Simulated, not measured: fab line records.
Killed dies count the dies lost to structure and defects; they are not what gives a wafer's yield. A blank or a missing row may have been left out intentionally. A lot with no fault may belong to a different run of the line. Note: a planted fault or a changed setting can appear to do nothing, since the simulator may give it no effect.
2 desks, one fault	flow gf180mcu	numbers are kept per desk, each desk with only its own; the story behind them comes last

## AT THE METROLOGY DESK
What the gauges read, lot by lot, whatever tool the lot ran on: means of the sampled wafers that have a number. If a lot's mean is further than 4 standard deviations from the usual mean, the lot is out of limits and carries the mark OUT (the distance appears in the brackets).
Columns: A = V3_BOW at GF_V3_BOW_MEAS_05, usual 118 um; B = V4_W_RS at GF_V4_RS_MEAS_24, usual 0.327 ohm/sq; C = V4_W_THK at GF_V4_THK_MEAS_25, usual 353 nm
lot	first seen here	A	B	C
L379	day 21 15:26	113	0.329	349
L380	day 22 03:48	116	0.329	358
L381	day 22 16:15	125	0.334	345
L393	day 26 16:35	127	0.324	357
L394	day 27 01:54	121	0.328	354
L395	day 27 05:59	121	0.329	354
L397	day 27 19:49	115	0.327	351
L398	day 28 04:04	121	0.322	358
L399	day 28 08:01	120	0.327	353
L400	day 28 14:38	122	0.328	348
L401	day 28 20:50	117	0.324	354
This desk found nothing out of limits on any of the 11 lots.

## THE TOOL OWNER'S DESK: cvd_w-01
The tool's own readings at GF_V4_CVD_23 (deposits W, target thk 350 nm, time 104.9 s): means of the sampled wafers that have a number, for each lot that ran on this tool. If a lot's mean is further than 4 standard deviations from the usual mean, the lot is out of limits and carries the mark OUT (the distance appears in the brackets).
Columns: A = heater_power_w at GF_V4_CVD_23, usual 828 W
lot	first seen here	A
L379	day 24 16:07	780
L380	day 25 03:46	803
L381	day 25 14:38	817
L394	day 29 16:46	786
L398	day 30 16:30	752
L399	day 30 20:21	747
This desk found nothing out of limits on any of the 6 lots.

## PUT TOGETHER
From the metrology desk's view, nothing was out of limits.
The tool owner's desk saw nothing out of limits.

## WHAT WAS PUT IN BY THE SIMULATOR
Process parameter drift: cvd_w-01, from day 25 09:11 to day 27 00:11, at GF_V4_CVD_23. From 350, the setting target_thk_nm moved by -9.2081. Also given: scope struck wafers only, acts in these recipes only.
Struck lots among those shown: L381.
